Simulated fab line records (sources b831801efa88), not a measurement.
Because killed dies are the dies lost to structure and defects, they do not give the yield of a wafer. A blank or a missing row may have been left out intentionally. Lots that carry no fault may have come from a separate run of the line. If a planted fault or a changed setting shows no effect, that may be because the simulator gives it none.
Which tool was responsible? ; flow sky130 ; 36 wafers from 12 lots sampled at 5 of the route's 708 steps

WHAT THE GAUGES READ, wafer by wafer
SKY_SONOS_TUNNEL_OVL_MEAS_08. Usual: for SONOS_TUNNEL_OVL the level is 0.4 nm and the standard deviation is 1.5.
lot;measured;on;SONOS_TUNNEL_OVL (nm);flag
L731;day 11 17:59;overlay-02;2.7 3.5 3.1;
L733;day 12 04:06;overlay-01;-0.7 0.2 -0.3;
L734;day 12 07:43;overlay-01;-1.4 -0.7 -2.5;
L735;day 12 14:40;overlay-02;-1.5 -2.1 -1.3;
L736;day 12 23:53;overlay-01;0.7 1.9 3.3;
L737;day 13 04:41;overlay-01;1.2 0.1 0.9;
L740;day 14 07:44;overlay-01;-0.1 -0.9 -1.7;
L745;day 15 20:35;overlay-01;-0.1 -0.1 -1.5;
L746;day 16 01:35;overlay-01;1.9 2.9 3.0;
L747;day 16 11:45;overlay-01;1.1 1.4 -0.2;
L750;day 17 13:29;overlay-02;0.5 1.7 1.0;
L752;day 18 04:08;overlay-02;-1.5 -2.8 -1.2;

SKY_LDD_HVN_TW_MEAS_10. Usual: for LDD_HVN_TW the level is 1423 and the standard deviation is 7.9.
lot;measured;on;LDD_HVN_TW;flag
L731;day 20 12:28;film metro-01;1419 1420 1426;
L733;day 21 09:31;film metro-02;1417 1425 1413;
L734;day 21 08:56;film metro-04;1421 1419 1419;
L735;day 21 17:01;film metro-01;1428 1434 1435;
L736;day 22 03:48;film metro-04;1414 1413 1411;
L737;day 22 08:57;film metro-02;1432 1428 1428;
L740;day 23 21:10;film metro-01;1429 1426 1424;
L745;day 25 13:31;film metro-01;2735 2724 2726;OFF
L746;day 25 14:30;film metro-02;2717 2722 2725;OFF
L747;day 26 01:01;film metro-04;1412 1415 1402;
L750;day 27 03:07;film metro-04;1420 1414 1416;
L752;day 27 15:12;film metro-01;1437 1432 1439;

SKY_POLY_CUT_CD_MEAS_08: the cd target is 270 nm. Usual: 270.1 nm for cd nm, sd 1.3.
lot;measured;on;cd nm (nm);flag
L731;day 24 10:31;cd sem-01;269.0 268.7 269.7;
L733;day 25 06:26;cd sem-02;269.9 271.5 269.3;
L734;day 25 05:20;cd sem-01;272.2 272.7 270.7;
L735;day 25 13:35;cd sem-01;269.1 270.0 270.1;
L736;day 25 23:49;cd sem-02;270.2 271.6 271.6;
L737;day 27 14:10;cd sem-02;270.0 270.3 270.4;
L740;day 27 16:19;cd sem-01;269.1 270.3 269.2;
L745;day 29 03:32;cd sem-01;270.2 269.5 268.8;
L746;day 29 05:55;cd sem-01;270.2 268.7 268.3;
L747;day 29 15:17;cd sem-02;270.3 270.9 271.7;
L750;day 30 17:44;cd sem-01;271.7 270.4 271.9;
L752;day 31 06:40;cd sem-02;268.5 268.3 268.5;

TOOL THAT RAN EACH LOT (tool first, then ch and the chambers of the sampled wafers, then the start)
lot;SKY_POLY_GATE_STRIP_18;SKY_LDD_HVN_IMPLANT_08
L731;plasma asher-01 ch 0,1, day 16 13:04;implanter-04 ch 0, day 20 12:13
L733;plasma asher-02 ch 0,1, day 17 05:58;implanter-01 ch 0, day 21 09:17
L734;plasma asher-04 ch 0,1, day 17 07:05;implanter-04 ch 0, day 21 08:44
L735;plasma asher-01 ch 0,1, day 17 16:40;implanter-04 ch 0, day 21 16:47
L736;plasma asher-04 ch 0,1, day 18 03:46;implanter-03 ch 0, day 22 03:33
L737;plasma asher-02 ch 0,1, day 18 09:07;implanter-01 ch 0, day 22 08:42
L740;plasma asher-04 ch 0,1, day 19 22:37;implanter-04 ch 0, day 23 20:55
L745;plasma asher-04 ch 1, day 21 15:58;implanter-04 ch 0, day 25 13:17
L746;plasma asher-04 ch 0,1, day 21 17:07;implanter-04 ch 0, day 25 14:15
L747;plasma asher-04 ch 0,1, day 22 04:49;implanter-01 ch 0, day 26 00:47
L750;plasma asher-04 ch 0,1, day 23 08:19;implanter-03 ch 0, day 27 02:53
L752;plasma asher-04 ch 0,1, day 23 21:10;implanter-03 ch 0, day 27 14:57
- SKY_POLY_GATE_STRIP_18: strips in O2/N2.
- SKY_LDD_HVN_IMPLANT_08

WHAT THE TOOLS THEMSELVES READ (means of the sampled wafers that have a number; where no wafer has one, the mark that the record gives instead)
SKY_POLY_GATE_STRIP_18. Usual: drypump motor current A 5.7 A, standard deviation 0.47; oes product au 0.361 a.u., standard deviation 0.005; strip time to endpoint s 3.17 s, standard deviation 0.038.
lot;tool;drypump motor current A (A);oes product au (a.u.);strip time to endpoint s (s);flag
L731;plasma asher-01;5.9;0.362;3.18;
L733;plasma asher-02;6.1;0.362;3.19;
L734;plasma asher-04;5.5;0.358;3.13;
L735;plasma asher-01;5.4;0.361;3.17;
L736;plasma asher-04;5.4;0.364;3.19;
L737;plasma asher-02;6.1;0.354;3.14;
L740;plasma asher-04;5.4;0.363;3.23;
L745;plasma asher-04;5.4;0.366;3.19;
L746;plasma asher-04;5.4;0.361;3.18;
L747;plasma asher-04;5.4;0.360;3.17;
L750;plasma asher-04;5.5;0.360;3.16;
L752;plasma asher-04;5.5;0.360;3.20;

SKY_LDD_HVN_IMPLANT_08. Usual: dose ions cm2 3.001e+13, standard deviation 3.5e+10; end station pressure torr 5.13e-06 Torr, standard deviation 2.5e-07; faraday current uA 170, standard deviation 3.3; tilt deg 39.999 degrees, standard deviation 0.023.
lot;tool;dose ions cm2;end station pressure torr (Torr);faraday current uA;tilt deg (degrees);flag
L731;implanter-04;3.000e+13;5.21e-06;169;39.987;
L733;implanter-01;3.002e+13;5.41e-06;169;40.004;
L734;implanter-04;2.998e+13;5.27e-06;168;40.019;
L735;implanter-04;3.000e+13;5.03e-06;169;40.000;
L736;implanter-03;3.002e+13;5.12e-06;172;39.964;
L737;implanter-01;3.004e+13;5.09e-06;168;40.006;
L740;implanter-04;3.003e+13;5.19e-06;168;39.987;
L745;implanter-04;2.397e+14;6.04e-06;1349;39.995;OFF
L746;implanter-04;2.397e+14;6.07e-06;1365;39.981;OFF
L747;implanter-01;3.005e+13;5.19e-06;167;39.985;
L750;implanter-03;2.997e+13;5.07e-06;173;40.017;
L752;implanter-03;2.996e+13;5.39e-06;170;40.051;

THE ANSWER, worked out from the rows above alone
Rule: a lot counts as off when the mean over its wafers that have a number is more than 3 standard deviations away from the usual mean. A lot without any number at a reading at which 4 lots or more have one is off too. Any other lot the step has rows for is counted as sound. Order of review: gauges by route order, followed by the tools' own readings, for which a lot's mean as printed above is used. The first step at which some lot is off is used, and at that step the reading that is off furthest; a lot without a number counts as furthest.
Off: L745, L746, at SKY_LDD_HVN_TW_MEAS_10 (LDD_HVN_TW).
If a tool, at a process step before that reading, ran all the lots that are off and no sound lot after the first of them, it fits. Not tried: the gauges at SKY_LDD_HVN_TW_MEAS_10; whatever is off there is also off at SKY_LDD_HVN_IMPLANT_08, on other tools, and gauge error can't account for it. One candidate fits, namely implanter-04 at SKY_LDD_HVN_IMPLANT_08. A fault onset in the window from L740 (day 23 20:55, its last sound lot) to L745 (day 25 13:17, its first lot off) fits.
The tool's own readings at SKY_LDD_HVN_IMPLANT_08 bear it out: on the lots that are off they differ by more than 5 times the standard deviation of the sound lots' means. dose ions cm2 reads 2.397e+14 there against 3.001e+13 on the sound lots; end station pressure torr reads 6.06e-06 Torr there against 5.20e-06 Torr on the sound lots; faraday current uA reads 1357 there against 169 on the sound lots.

WHAT WAS PUT IN BY THE SIMULATOR
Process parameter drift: implanter-04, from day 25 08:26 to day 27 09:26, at SKY_LDD_HVN_IMPLANT_08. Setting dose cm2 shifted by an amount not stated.
Lots struck among those shown: L745, L746. The rule above found the same.
